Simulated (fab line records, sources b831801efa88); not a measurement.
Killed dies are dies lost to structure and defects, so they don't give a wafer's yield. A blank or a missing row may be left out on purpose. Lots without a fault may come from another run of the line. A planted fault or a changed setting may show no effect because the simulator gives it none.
Chamber matching | flow sky130 | SKY_VIA3_CMP_24 on cmp-01: 4 sister chambers
The step polishes, stops on SiO2, t overpolish 20 s, target thk 0 nm. 14 wafers are shown with their chamber, then 7 later ones without.

WAFERS WITH THEIR CHAMBER
wafer  | chamber | motor_current_A (A) | time_to_endpoint_s (s) | overpolish_run_s (s)
L759.3 | 3       | 9.5                 | 92                     | 19.989
L759.5 | 3       | 10.6                | 94                     | 20.002
L759.6 | 0       | 11.9                | 97                     | 20.003
L761.2 | 1       | 10.8                | 99                     | 20.011
L761.3 | 2       | 11.7                | 100                    | 20.007
L761.6 | 0       | 12.6                | 107                    | 20.003
L766.2 | 2       | 12.0                | 91                     | 20.000
L766.4 | 0       | 12.6                | 100                    | 20.007
L766.5 | 3       | 10.7                | 93                     | 20.000
L768.4 | 1       | 11.2                | 97                     | 20.001
L768.5 | 2       | 12.3                | 95                     | 20.000
L768.6 | 1       | 10.6                | 93                     | 19.993
L776.1 | 3       | 10.7                | 89                     | 19.984
L776.4 | 0       | 12.5                | 100                    | 19.998

SIGNATURES (means of the wafers above)
reading            | chamber 0 | chamber 1 | chamber 2 | chamber 3 | scatter within a chamber
motor_current_A    | 12.400    | 10.867    | 12.000    | 10.375    | 0.416
time_to_endpoint_s | 101.00    | 96.33     | 95.33     | 92.00     | 3.57
overpolish_run_s   | 20.00275  | 20.00167  | 20.00233  | 19.99375  | 0.00679
Rule: a wafer's distance from a chamber is the root of the sum, over the readings, of the square of ((its reading less the chamber's mean) divided by the reading's scatter). The wafer belongs to the nearest chamber; if the next one is less than 2 further off, it can't be placed. The scatter: the root of (the sum of the squares of (reading less its chamber's mean) over the shown wafers, divided by (wafers less chambers)).

WAFERS WITHOUT THEIR CHAMBER
wafer  | motor_current_A (A) | time_to_endpoint_s (s) | overpolish_run_s (s)
L776.6 | 10.0                | 89                     | 19.989
L778.3 | 11.5                | 94                     | 20.006
L778.4 | 9.9                 | 89                     | 20.010
L778.5 | 12.0                | 98                     | 19.989
L781.1 | 10.6                | 93                     | 20.007
L781.3 | 11.7                | 93                     | 19.997
L781.4 | 10.4                | 91                     | 19.999

WHICH CHAMBER EACH WENT THROUGH
wafer  | from the rows above               | in truth
L776.6 | 3                                 | 3
L778.3 | can't be placed: 2 or 1 or 0 or 3 | 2
L778.4 | can't be placed: 3 or 1           | 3
L778.5 | can't be placed: 2 or 0 or 1      | 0
L781.1 | can't be placed: 1 or 3           | 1
L781.3 | can't be placed: 2 or 1 or 0 or 3 | 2
L781.4 | can't be placed: 3 or 1           | 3
Placed correctly: 1 of 7. Can't be placed from these rows: 6 (the true chamber is among the candidates in 6). Placed wrongly: 0.
